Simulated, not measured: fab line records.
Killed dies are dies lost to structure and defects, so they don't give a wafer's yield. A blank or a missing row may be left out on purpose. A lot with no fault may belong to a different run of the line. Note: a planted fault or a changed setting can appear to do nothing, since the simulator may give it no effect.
Chamber matching    flow sky130    4 sister chambers for SKY_FIELD_ISO_CMP_27 on cmp-01
The step polishes, stops on Si3N4, t overpolish 16 s, target thk 457.8 nm. 16 wafers are shown with their chamber, then 8 later ones without.

== WAFERS PAIRED WITH THEIR CHAMBERS ==
wafer   chamber  motorCurrentA (A)  headPressurePsi (psi)  edgeZonePressureFrac
L372.1  1        15.6               3.987                  1.001
L372.2  0        11.4               4.010                  0.999
L372.3  3        9.6                3.998                  0.996
L377.3  1        15.5               3.993                  0.991
L377.4  0        11.2               3.998                  1.005
L377.6  2        12.6               4.003                  1.005
L379.4  0        11.2               4.003                  1.000
L379.5  1        15.4               3.997                  1.010
L379.6  2        12.8               4.009                  0.997
L385.1  0        11.8               4.004                  1.019
L385.3  1        15.2               4.000                  0.992
L385.6  3        9.8                4.006                  1.004
L387.2  2        12.2               4.005                  1.000
L387.5  2        12.4               4.004                  0.996
L387.6  1        14.6               4.009                  0.996
L390.3  3        9.7                3.985                  1.007

SIGNATURES, as means of the wafers listed above
reading               chamber 0  chamber 1  chamber 2  chamber 3  scatter within a chamber
motorCurrentA         11.400     15.260     12.500     9.700      0.302
headPressurePsi       4.00375    3.99720    4.00525    3.99633    0.00699
edgeZonePressureFrac  1.00575    0.99800    0.99950    1.00233    0.00713
Rule: a wafer lies at a distance from a chamber equal to the root of the sum of squares, over the readings, of (its reading less the chamber's mean, divided by the reading's scatter). If the next closest chamber is less than 2 further off than the closest, the wafer can't be placed; otherwise it belongs to the closest. How the scatter is found: for the shown wafers, subtract from each reading the mean of its chamber, square and add these, divide the total by (wafers less chambers), then take the root.

== WAFERS MISSING THEIR CHAMBER ==
wafer   motorCurrentA (A)  headPressurePsi (psi)  edgeZonePressureFrac
L390.4  12.2               4.016                  0.992
L390.5  15.5               4.003                  0.995
L391.1  11.6               4.013                  1.007
L391.2  14.6               4.001                  0.993
L391.5  14.8               4.005                  0.995
L392.1  14.7               4.001                  0.998
L392.3  11.0               3.995                  1.002
L392.4  10.0               3.997                  1.004

== EACH ONE'S CHAMBER ==
wafer   from the rows above      in truth
L390.4  can't be placed: 2 or 0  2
L390.5  1                        1
L391.1  can't be placed: 0 or 2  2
L391.2  1                        1
L391.5  1                        1
L392.1  1                        1
L392.3  0                        0
L392.4  3                        3
Correct placement for 6 of the 8. Unplaceable from these rows: 2, with the true chamber sitting among the candidates in 2. Placed wrongly: 0.
